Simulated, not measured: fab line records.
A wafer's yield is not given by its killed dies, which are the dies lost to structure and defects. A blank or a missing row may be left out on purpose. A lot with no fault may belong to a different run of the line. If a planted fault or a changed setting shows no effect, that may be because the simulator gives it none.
Which of the tools did it? | flow gf180mcu | 12 lots with 35 wafers sampled at 5 steps, on a route of 602 steps

== WHAT EACH GAUGE READ, for each wafer ==
GF_V4_BOW_MEAS_05. Usual: for V4_BOW the level is 135 um and the standard deviation is 8.8.
lot  | measured     | on            | V4_BOW (um) | flag
L270 | day 24 01:55 | film metro-04 | 132 141 124 |
L272 | day 24 19:08 | film metro-02 | 146 125 146 |
L275 | day 25 20:41 | film metro-01 | 135 148 135 |
L276 | day 26 01:42 | film metro-01 | 128 126 128 |
L277 | day 26 05:23 | film metro-01 | 139 138 144 |
L278 | day 26 15:03 | film metro-04 | 135 138 146 |
L279 | day 27 02:09 | film metro-01 | 139 132 140 |
L280 | day 27 05:58 | film metro-02 | 132 128 136 |
L282 | day 28 00:54 | film metro-04 | 123 126 123 |
L285 | day 28 20:37 | film metro-04 | 130 138     |
L290 | day 30 00:28 | film metro-04 | 125 114 130 |
L292 | day 30 21:47 | film metro-01 | 134 128 137 |

GF_V5_THK_MEAS_03. Usual: for V5_CVD_02_THK the level is 1446 nm and the standard deviation is 16.
lot  | measured     | on            | V5_CVD_02_THK (nm) | flag
L270 | day 26 20:58 | film metro-02 | 1447 1457 1476     |
L272 | day 27 14:14 | film metro-03 | 1434 1459 1441     |
L275 | day 28 13:17 | film metro-04 | 1439 1448 1484     |
L276 | day 28 17:34 | film metro-03 | 1459 1457 1462     |
L277 | day 28 22:08 | film metro-03 | 1422 1412 1458     |
L278 | day 29 06:11 | film metro-03 | 1447 1443 1450     |
L279 | day 29 17:25 | film metro-02 | 1460 1448 1454     |
L280 | day 29 19:49 | film metro-03 | 1420 1420 1453     |
L282 | day 30 14:17 | film metro-04 | 1432 1473 1463     |
L285 | day 31 07:52 | film metro-04 | 1449 1468          |
L290 | day 32 09:32 | film metro-04 | 1433 1411 1437     |
L292 | day 33 04:01 | film metro-03 | 1423 1430 1438     |

GF_PASSIVATION_THK_MEAS_01. Usual: for PASSIVATION_CVD_00_THK the level is 1004 nm and the standard deviation is 13.
lot  | measured     | on            | PASSIVATION_CVD_00_THK (nm) | flag
L270 | day 28 16:02 | film metro-04 | 990 999 1003                |
L272 | day 29 08:13 | film metro-04 | 998 988 1000                |
L275 | day 30 06:27 | film metro-02 | 1006 1004 1021              |
L276 | day 30 10:59 | film metro-01 | 994 1012 1021               |
L277 | day 30 14:45 | film metro-02 | 982 980 999                 |
L278 | day 30 23:05 | film metro-02 | 989 1002 995                |
L279 | day 31 09:45 | film metro-01 | 1002 1010 998               |
L280 | day 31 10:25 | film metro-01 | 988 993 1023                |
L282 | day 32 03:55 | film metro-04 | 994 1090 1088               | OFF
L285 | day 32 20:32 | film metro-02 | 1003 1091                   | OFF
L290 | day 33 20:22 | film metro-01 | 986 987 1000                |
L292 | day 34 14:28 | film metro-01 | 987 999 1036                |

== WHAT TOOL EACH LOT RAN ON (gives the tool, then ch and the chambers of the sampled wafers, and finally the start) ==
lot  | GF_MIM_METAL_ETCH_19              | GF_PASSIVATION_CVD_00
L270 | rie metal-02 ch 0,1, day 25 22:08 | pecvd-02 ch 0,2, day 28 15:56
L272 | rie metal-02 ch 0, day 26 15:48   | pecvd-02 ch 0,1,2, day 29 08:08
L275 | rie metal-01 ch 0, day 27 15:26   | pecvd-03 ch 0,1,2, day 30 06:22
L276 | rie metal-02 ch 0,1, day 27 20:13 | pecvd-01 ch 1,2, day 30 10:55
L277 | rie metal-01 ch 0, day 28 00:26   | pecvd-03 ch 0,2, day 30 14:40
L278 | rie metal-04 ch 0,1, day 28 09:33 | pecvd-03 ch 0,2, day 30 23:00
L279 | rie metal-02 ch 0,1, day 28 20:39 | pecvd-02 ch 0,1,2, day 31 09:40
L280 | rie metal-02 ch 0,1, day 28 23:34 | pecvd-03 ch 1,2, day 31 10:20
L282 | rie metal-01 ch 0,1, day 29 18:19 | pecvd-03 ch 0,1,2, day 32 03:50
L285 | rie metal-01 ch 0,1, day 30 12:19 | pecvd-03 ch 0,2, day 32 20:26
L290 | rie metal-01 ch 0,1, day 31 14:51 | pecvd-01 ch 1,2, day 33 20:17
L292 | rie metal-02 ch 1, day 32 09:49   | pecvd-02 ch 0,1,2, day 34 14:23
- GF_MIM_METAL_ETCH_19: etches the open film in Cl2/BCl3, stops on Si3N4, target depth 324.5 nm, time 54.1 s.
- GF_PASSIVATION_CVD_00: deposits SiO2 from TEOS, target thk 1000 nm, time 111.95 s.

== AS READ BY THE TOOLS THEMSELVES (means over the sampled wafers that have a number; for cases with no such wafer, the mark the record gives instead) ==
GF_MIM_METAL_ETCH_19. Usual: bcl3 flow sccm 40.02 sccm, standard deviation 0.12; drypump motor current A 5.78 A, standard deviation 0.23; oes product au 0.941 a.u., standard deviation 0.007; rf fwd power W 793.8 W, standard deviation 2.3; throttle valve pct 28.284 %, standard deviation 0.011.
lot  | tool         | bcl3 flow sccm (sccm) | drypump motor current A (A) | oes product au (a.u.) | rf fwd power W (W) | throttle valve pct (%) | flag
L270 | rie metal-02 | 39.98                 | 5.76                        | 0.936                 | 794.5              | 28.283                 |
L272 | rie metal-02 | 39.95                 | 5.70                        | 0.942                 | 792.2              | 28.279                 |
L275 | rie metal-01 | 39.97                 | 6.07                        | 0.946                 | 793.9              | 28.272                 |
L276 | rie metal-02 | 40.05                 | 5.80                        | 0.935                 | 794.6              | 28.285                 |
L277 | rie metal-01 | 39.94                 | 6.04                        | 0.948                 | 793.2              | 28.286                 |
L278 | rie metal-04 | 40.17                 | 5.21                        | 0.935                 | 793.5              | 28.281                 |
L279 | rie metal-02 | 39.95                 | 5.81                        | 0.933                 | 796.0              | 28.288                 |
L280 | rie metal-02 | 40.09                 | 5.74                        | 0.948                 | 794.0              | 28.277                 |
L282 | rie metal-01 | 40.00                 | 5.95                        | 0.931                 | 795.0              | 28.297                 |
L285 | rie metal-01 | 40.06                 | 5.92                        | 0.950                 | 793.6              | 28.273                 |
L290 | rie metal-01 | 40.02                 | 5.97                        | 0.949                 | 792.2              | 28.285                 |
L292 | rie metal-02 | 39.90                 | 5.82                        | 0.940                 | 795.8              | 28.289                 |

GF_PASSIVATION_CVD_00. Usual: heater power w 626 W, standard deviation 130; rf fwd power W 596.6 W, standard deviation 2.1; run length s 139.6 s, standard deviation 0.52.
lot  | tool     | heater power w (W) | rf fwd power W (W) | run length s (s) | flag
L270 | pecvd-02 | 754                | 596.6              | 139.7            |
L272 | pecvd-02 | 689                | 598.0              | 139.4            |
L275 | pecvd-03 | 582                | 594.9              | 139.6            |
L276 | pecvd-01 | 761                | 596.4              | 140.1            |
L277 | pecvd-03 | 493                | 596.4              | 139.3            |
L278 | pecvd-03 | 488                | 595.0              | 139.4            |
L279 | pecvd-02 | 746                | 595.8              | 139.3            |
L280 | pecvd-03 | 559                | 595.0              | 139.1            |
L282 | pecvd-03 | 536                | 597.1              | 145.5            | OFF
L285 | pecvd-03 | 483                | 593.5              | 144.0            | OFF
L290 | pecvd-01 | 688                | 598.7              | 140.4            |
L292 | pecvd-02 | 656                | 598.0              | 139.6            |

== THE ANSWER, worked out from the rows above alone ==
Rule: a lot counts as off when the mean over its wafers that have a number is more than 3 standard deviations away from the usual mean. A lot without any number at a reading at which 4 lots or more have one is off too. All remaining lots with rows at the step are treated as sound. After the gauges, taken in route order, come the tools' own readings; for these a lot's mean is taken, as printed above. At the first step where some lot is off, the reading lying furthest off is the one used; lots without a number count as furthest.
Off: at GF_PASSIVATION_THK_MEAS_01 (PASSIVATION_CVD_00_THK), L282, L285.
If a tool, at a process step before that reading, ran all the lots that are off and no sound lot after the first of them, it fits. The gauges at GF_PASSIVATION_THK_MEAS_01 aren't tried: what is off there is off at GF_PASSIVATION_CVD_00 too, on other tools, and a gauge's error can't cause that. One fits: pecvd-03 at GF_PASSIVATION_CVD_00. Its last sound lot is L280 (day 31 10:20), its first lot that is off L282 (day 32 03:50): a fault that began between those two fits.
On the lots that are off, the tool's own readings at GF_PASSIVATION_CVD_00 differ by more than 5 times the standard deviation of the sound lots' means, which bears it out; run length s reads 144.8 s there versus 139.6 s on the sound lots.

== WHAT THE SIMULATOR HAD PUT IN ==
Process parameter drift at GF_PASSIVATION_CVD_00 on pecvd-03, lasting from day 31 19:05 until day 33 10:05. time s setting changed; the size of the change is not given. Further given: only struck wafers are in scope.
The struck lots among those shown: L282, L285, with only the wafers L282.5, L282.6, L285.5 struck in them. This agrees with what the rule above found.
